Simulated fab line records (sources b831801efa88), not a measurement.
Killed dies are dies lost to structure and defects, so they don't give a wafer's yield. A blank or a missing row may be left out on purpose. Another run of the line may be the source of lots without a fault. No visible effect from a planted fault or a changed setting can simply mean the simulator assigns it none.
What tool caused it?	flow gf180mcu	11 lots with 33 wafers sampled at 4 steps, on a route of 602 steps

== WHAT THE GAUGES SHOWED, per wafer ==
GF_V2_BOW_MEAS_05. Usual: V2_BOW gives 98 um (standard deviation 8.6).
lot	measured	on	V2_BOW (um)	flag
L991	day 19 06:15	filmMetro-03	87 77 98	
L992	day 19 16:58	filmMetro-04	85 77 87	
L993	day 20 03:10	filmMetro-02	105 116 99	
L996	day 21 04:36	filmMetro-04	99 107 103	
L999	day 22 07:45	filmMetro-03	99 108 104	
L103	day 23 21:14	filmMetro-04	90 94 98	
L105	day 24 09:17	filmMetro-02	108 104 100	
L106	day 24 18:50	filmMetro-04	90 105 81	
L111	day 26 02:13	filmMetro-02	98 86 96	
L112	day 26 12:05	filmMetro-03	96 102 99	
L114	day 27 03:50	filmMetro-02	90 92 100	

GF_V2_RS_MEAS_24: a four-point-probe measurement. Usual: V2_W_RS gives 0.328 ohm/sq (standard deviation 0.0037).
lot	measured	on	V2_W_RS (ohm/sq)	flag
L991	day 20 07:45	filmMetro-02	0.325 0.319 0.327	
L992	day 20 17:59	filmMetro-04	0.331 0.324 0.323	
L993	day 21 04:28	filmMetro-02	0.329 0.334 0.331	
L996	day 22 05:37	filmMetro-03	0.326 0.334 0.323	
L999	day 23 07:56	filmMetro-03	0.323 0.324 0.325	
L103	day 24 20:37	filmMetro-03	0.371 0.368 0.333	OFF
L105	day 25 08:01	filmMetro-03	0.333 0.327 0.327	
L106	day 25 17:20	filmMetro-03	0.365 0.328 0.326	OFF
L111	day 27 00:40	filmMetro-02	0.329 0.330 0.329	
L112	day 27 08:50	filmMetro-02	0.336 0.325 0.326	
L114	day 28 00:50	filmMetro-04	0.323 0.329 0.323	

GF_V2_THK_MEAS_25: measures by xrf. Usual: V2_W_THK gives 338 nm (standard deviation 4.5).
lot	measured	on	V2_W_THK (nm)	flag
L991	day 20 07:52	filmMetro-02	342 346 339	
L992	day 20 18:07	filmMetro-04	333 342 340	
L993	day 21 04:35	filmMetro-02	340 335 338	
L996	day 22 05:44	filmMetro-03	337 331 341	
L999	day 23 08:02	filmMetro-03	345 344 341	
L103	day 24 20:44	filmMetro-03	299 302 329	OFF
L105	day 25 08:07	filmMetro-03	333 340 339	
L106	day 25 17:26	filmMetro-03	304 340 343	
L111	day 27 00:47	filmMetro-02	337 337 338	
L112	day 27 08:56	filmMetro-02	331 344 339	
L114	day 28 00:57	filmMetro-04	344 338 343	

== TOOL THAT RAN EACH LOT (tool first, then ch and the chambers of the sampled wafers, then the start) ==
lot	GF_V2_CVD_23
L991	cvdW-01 ch 0,1, day 20 07:37
L992	cvdW-01 ch 0,1, day 20 17:53
L993	cvdW-02 ch 0,1, day 21 04:22
L996	cvdW-02 ch 0,1, day 22 05:31
L999	cvdW-02 ch 1, day 23 07:47
L103	cvdW-01 ch 0,1, day 24 20:30
L105	cvdW-02 ch 0,1, day 25 07:54
L106	cvdW-01 ch 0,1, day 25 17:12
L111	cvdW-02 ch 0,1, day 27 00:33
L112	cvdW-02 ch 0,1, day 27 08:43
L114	cvdW-02 ch 1, day 28 00:43
- GF_V2_CVD_23: deposits W, target thk 350 nm, time 104.94 s.

== AS READ BY THE TOOLS THEMSELVES (means over the sampled wafers that have a number; for cases with no such wafer, the mark the record gives instead) ==
GF_V2_CVD_23. Usual: chamberPressureTorr 40.00 Torr, standard deviation 0.085; heaterPowerW 905 W, standard deviation 76.
lot	tool	chamberPressureTorr (Torr)	heaterPowerW (W)	flag
L991	cvdW-01	39.99	826	
L992	cvdW-01	40.06	828	
L993	cvdW-02	40.03	918	
L996	cvdW-02	40.03	968	
L999	cvdW-02	39.97	1016	
L103	cvdW-01	40.06	847	
L105	cvdW-02	39.86	911	
L106	cvdW-01	39.90	835	
L111	cvdW-02	40.11	961	
L112	cvdW-02	40.05	971	
L114	cvdW-02	39.91	1022	

== THE ANSWER, worked out from the rows above alone ==
Rule: a lot counts as off when the mean over its wafers that have a number is more than 3 standard deviations away from the usual mean. A lot without any number at a reading at which 4 lots or more have one is off too. All remaining lots with rows at the step are treated as sound. The gauges are gone through in route order, then the tools' own readings, and for those a lot's mean is taken as printed above. The first step at which some lot is off is used, and at that step the reading that is off furthest; a lot without a number counts as furthest.
Off: L103, L106, at GF_V2_RS_MEAS_24 (V2_W_RS).
A tool fits if, at a process step before that reading, it ran every lot that is off, and no sound lot after the first of them. Those tools and the gauges at GF_V2_RS_MEAS_24 are tried in the same way. One fits: cvdW-01 at GF_V2_CVD_23. Its last sound lot is L992 (day 20 17:53), its first lot that is off L103 (day 24 20:30): a fault that began between those two fits.

== WHAT HAD BEEN PUT IN BY THE SIMULATOR ==
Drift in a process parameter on cvdW-01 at GF_V2_CVD_23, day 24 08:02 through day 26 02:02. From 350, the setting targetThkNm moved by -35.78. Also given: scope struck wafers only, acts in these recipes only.
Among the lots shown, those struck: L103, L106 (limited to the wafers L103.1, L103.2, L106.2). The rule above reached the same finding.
